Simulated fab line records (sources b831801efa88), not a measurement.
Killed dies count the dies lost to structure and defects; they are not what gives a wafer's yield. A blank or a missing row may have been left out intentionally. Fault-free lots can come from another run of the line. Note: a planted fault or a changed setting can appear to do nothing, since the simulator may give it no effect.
Which of the tools did it?    flow gf180mcu    42 wafers from 14 lots sampled at 5 of the route's 602 steps

## WHAT THE GAUGES READ, wafer by wafer
GF_DNWELL_TW_MEAS_09.
lot   measured     on             DNWELL_TW
L425  day 2 19:46  film metro-04  1343 1344 1338
L426  day 3 00:49  film metro-01  1359 1360 1350
L428  day 3 10:52  film metro-04  1337 1333 1324
L429  day 3 16:02  film metro-02  1355 1348 1349
L430  day 3 22:04  film metro-01  1361 1359 1362
L433  day 4 16:01  film metro-01  1357 1359 1364
L434  day 4 18:58  film metro-04  1357 1350 1360
L435  day 5 01:13  film metro-01  1358 1354 1360
L436  day 5 05:11  film metro-01  1357 1356 1353
L437  day 5 10:16  film metro-04  1336 1341 1337
L439  day 5 21:50  film metro-01  2544 2553 2536 2566 2554 2542
L440  day 6 03:21  film metro-01  2550 2551 2535 2534 2549 2552
L441  day 6 10:31  film metro-04  2505 2505 2521 2509 2509 2502
L442  day 6 14:34  film metro-02  2542 2522 2516 2545 2529 2534

GF_VT_IMPLANT_OVL_MEAS_18.
lot   measured     on          VT_IMPLANT_01_OVL (nm)
L425  day 6 07:05  overlay-02  0.1 -1.2 0.3
L426  day 6 12:04  overlay-02  -1.0 0.4 1.0
L428  day 6 23:59  overlay-01  1.2 2.5 2.6
L429  day 7 07:10  overlay-02  -0.6 -0.2 0.2
L430  day 7 15:22  overlay-02  1.0 3.0 1.4
L433  day 8 12:07  overlay-01  -0.1 -0.3 1.3
L434  day 9 00:13  overlay-02  -0.8 -1.1 -0.6
L435  day 9 00:28  overlay-02  -0.7 0.7 -0.7
L436  day 9 04:17  overlay-01  -0.2 -1.7 -2.4
L437  day 9 09:43  overlay-02  0.3 0.7 -0.5

## WHICH TOOL RAN EACH LOT (tool, then ch and the chambers of the sampled wafers, then the start)
lot   GF_STI_ETCH_14                   GF_DNWELL_IMPLANT_07            GF_LVPWELL_STRIP_10
L425  rie si-02 ch 2,3, day 2 02:26    implanter-01 ch 0, day 2 19:34  plasma asher-02 ch 0,1, day 3 21:49
L426  rie si-02 ch 1,2,3, day 2 08:08  implanter-04 ch 0, day 3 00:34  plasma asher-02 ch 0,1, day 4 02:47
L428  rie si-01 ch 1,2,3, day 2 17:34  implanter-04 ch 0, day 3 10:38  plasma asher-04 ch 1, day 4 13:30
L429  rie si-01 ch 2,3, day 2 22:10    implanter-01 ch 0, day 3 15:48  plasma asher-02 ch 1, day 4 19:57
L430  rie si-02 ch 0,1,2, day 3 03:01  implanter-03 ch 0, day 3 21:50  plasma asher-01 ch 0,1, day 5 02:32
L433  rie si-01 ch 2,3, day 3 18:49    implanter-04 ch 0, day 4 15:46  plasma asher-02 ch 0, day 5 21:00
L434  rie si-02 ch 0,1,3, day 4 00:23  implanter-04 ch 0, day 4 18:43  plasma asher-04 ch 0,1, day 6 06:53
L435  rie si-02 ch 1,2,3, day 4 05:59  implanter-04 ch 0, day 5 00:59  plasma asher-04 ch 0,1, day 6 07:39
L436  rie si-01 ch 1,2,3, day 4 10:55  implanter-03 ch 0, day 5 04:57  plasma asher-02 ch 1, day 6 11:32
L437  rie si-01 ch 0,1,3, day 4 15:05  implanter-03 ch 0, day 5 10:01  plasma asher-02 ch 0,1, day 6 15:17
L439  rie si-01 ch 0,2,3, day 5 01:46  implanter-01 ch 0, day 5 21:35  -
L440  rie si-02 ch 0,2,3, day 5 07:07  implanter-03 ch 0, day 6 03:07  -
L441  rie si-02 ch 0,1, day 5 11:46    implanter-04 ch 0, day 6 10:16  -
L442  rie si-02 ch 1,2, day 5 16:53    implanter-03 ch 0, day 6 14:20  -
- GF_STI_ETCH_14: etches Si in HBr/Cl2/O2, target depth 360 nm, time 102.9 s.
- GF_DNWELL_IMPLANT_07
- GF_LVPWELL_STRIP_10: strips in O2/N2.

## WHAT THE TOOLS THEMSELVES READ (means of the sampled wafers that have a number; where no wafer has one, the mark that the record gives instead)
GF_STI_ETCH_14.
lot   tool       chamber pressure mTorr (mTorr)  drypump motor current A (A)  oes product au (a.u.)  throttle valve pct (%)
L425  rie si-02  14.991                          5.6                          1.005                  25.657
L426  rie si-02  14.991                          5.7                          1.012                  25.650
L428  rie si-01  15.015                          5.5                          1.010                  25.648
L429  rie si-01  14.996                          5.3                          1.024                  25.648
L430  rie si-02  15.009                          5.8                          1.009                  25.649
L433  rie si-01  14.987                          5.2                          1.007                  25.648
L434  rie si-02  15.012                          6.0                          1.019                  25.644
L435  rie si-02  15.000                          5.7                          1.008                  25.654
L436  rie si-01  15.022                          5.5                          1.008                  25.650
L437  rie si-01  14.988                          5.7                          1.010                  25.652
L439  rie si-01  14.993                          5.5                          1.016                  25.646
L440  rie si-02  14.996                          5.7                          1.003                  25.661
L441  rie si-02  15.007                          6.1                          1.011                  25.664
L442  rie si-02  15.004                          5.7                          1.006                  25.648

GF_DNWELL_IMPLANT_07.
lot   tool          faraday current uA
L425  implanter-01  57.6
L426  implanter-04  57.3
L428  implanter-04  56.3
L429  implanter-01  56.7
L430  implanter-03  57.1
L433  implanter-04  56.1
L434  implanter-04  56.6
L435  implanter-04  55.6
L436  implanter-03  57.0
L437  implanter-03  55.7
L439  implanter-01  56.5
L440  implanter-03  56.1
L441  implanter-04  56.1
L442  implanter-03  55.3

GF_LVPWELL_STRIP_10.
lot   tool             chamber pressure mTorr (mTorr)  drypump motor current A (A)  heater power w (W)  oes product au (a.u.)  strip time to endpoint s (s)
L425  plasma asher-02  1499.7                          5.9                          326                 0.722                  36.80
L426  plasma asher-02  1499.2                          5.9                          316                 0.724                  37.01
L428  plasma asher-04  1499.3                          6.3                          336                 0.721                  37.01
L429  plasma asher-02  1499.7                          6.0                          336                 0.718                  36.89
L430  plasma asher-01  1499.8                          5.6                          305                 0.728                  36.98
L433  plasma asher-02  1499.4                          5.8                          305                 0.727                  36.82
L434  plasma asher-04  1499.7                          5.8                          324                 0.722                  36.93
L435  plasma asher-04  1499.3                          5.5                          324                 0.723                  37.08
L436  plasma asher-02  1499.1                          6.0                          338                 0.723                  36.91
L437  plasma asher-02  1500.5                          5.9                          314                 0.719                  36.75

## THE ANSWER, worked out from the rows above alone
Rule: the usual values come from the lots themselves. The widest of any qualifying gaps counts: lots, ordered by their means at a reading, are off when they make up no more than a third of the lots, leave a main group of 4 or more, and stand apart from it by 3 or more times the standard deviation of that group's means. A main group whose means are all the same, to the digits that the tables above print for the reading, isn't used. Also off: a lot with no number at a reading for which 4 or more lots have one. The other lots that the step has rows for count as sound. First the gauges in route order, then the tools' own readings, where a lot's mean is used as printed above. At the first step where some lot is off, the reading lying furthest off is the one used; lots without a number count as furthest.
Off: L439, L440, L441, L442, seen at GF_DNWELL_TW_MEAS_09 (DNWELL_TW). The main group has a mean of 1351 with a standard deviation of 9.6.
If a tool, at a process step before that reading, ran all the lots that are off and no sound lot after the first of them, it fits. Those tools and the gauges at GF_DNWELL_TW_MEAS_09 are tried in the same way. No candidate that was tried fits.

## WHAT HAD BEEN PUT IN BY THE SIMULATOR
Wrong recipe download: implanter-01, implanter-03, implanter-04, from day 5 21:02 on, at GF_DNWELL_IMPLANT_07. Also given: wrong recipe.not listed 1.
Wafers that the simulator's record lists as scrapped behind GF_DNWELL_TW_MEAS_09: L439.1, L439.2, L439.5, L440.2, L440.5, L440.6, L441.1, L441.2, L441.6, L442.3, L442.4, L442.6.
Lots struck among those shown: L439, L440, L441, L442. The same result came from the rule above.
